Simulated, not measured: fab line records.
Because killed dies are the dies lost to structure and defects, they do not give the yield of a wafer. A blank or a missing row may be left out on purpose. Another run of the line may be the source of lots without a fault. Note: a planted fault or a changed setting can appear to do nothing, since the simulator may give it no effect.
2 desks, one fault | flow sky130 | each desk has only its own numbers; what lay behind them comes last

## METROLOGY DESK
What the gauges read for every lot (on any tool): the sampled wafers with a number, averaged. If a lot's mean is further than 4 standard deviations from the usual mean, the lot is out of limits and carries the mark OUT (the distance appears in the brackets).
Columns: A = VIA4_W_THK at SKY_VIA4_THK_MEAS_20, usual 503 nm
lot  | first seen here | A
L963 | day 42 12:14    | 508
L964 | day 43 05:16    | 501
L965 | day 43 08:06    | 496
L967 | day 43 16:33    | 502
L970 | day 45 00:17    | 509
L975 | day 46 05:29    | 501
L978 | day 47 10:13    | 507
L980 | day 47 13:14    | 508
L984 | day 48 03:17    | 496
L983 | day 48 06:47    | 508
L985 | day 48 11:05    | 500
This desk's finding: nothing out of limits on any of the 11 lots.

## FOR THE TOOL OWNER'S DESK: lithoTrack-04
The tool's own readings at SKY_METAL5_COAT_09 (resist thk 1800 nm): means of the sampled wafers that have a number, for each lot that ran on this tool. If a lot's mean is further than 4 standard deviations from the usual mean, the lot is out of limits and carries the mark OUT (the distance appears in the brackets).
Columns: A = chillPlateTempC at SKY_METAL5_COAT_09, usual 22.99 C
lot  | first seen here | A
L963 | day 42 23:16    | 23.10
L964 | day 43 17:09    | 22.77
L967 | day 44 04:18    | 23.01
L970 | day 45 11:30    | 22.96
L978 | day 47 16:36    | 22.95
L980 | day 47 22:59    | 23.09
L983 | day 48 15:39    | 23.10
This desk's finding: nothing out of limits on any of the 7 lots.

## BROUGHT TOGETHER
From the metrology desk's view, nothing was out of limits.
The tool owner's desk saw nothing out of limits.

## WHAT THE SIMULATOR HAD PUT IN
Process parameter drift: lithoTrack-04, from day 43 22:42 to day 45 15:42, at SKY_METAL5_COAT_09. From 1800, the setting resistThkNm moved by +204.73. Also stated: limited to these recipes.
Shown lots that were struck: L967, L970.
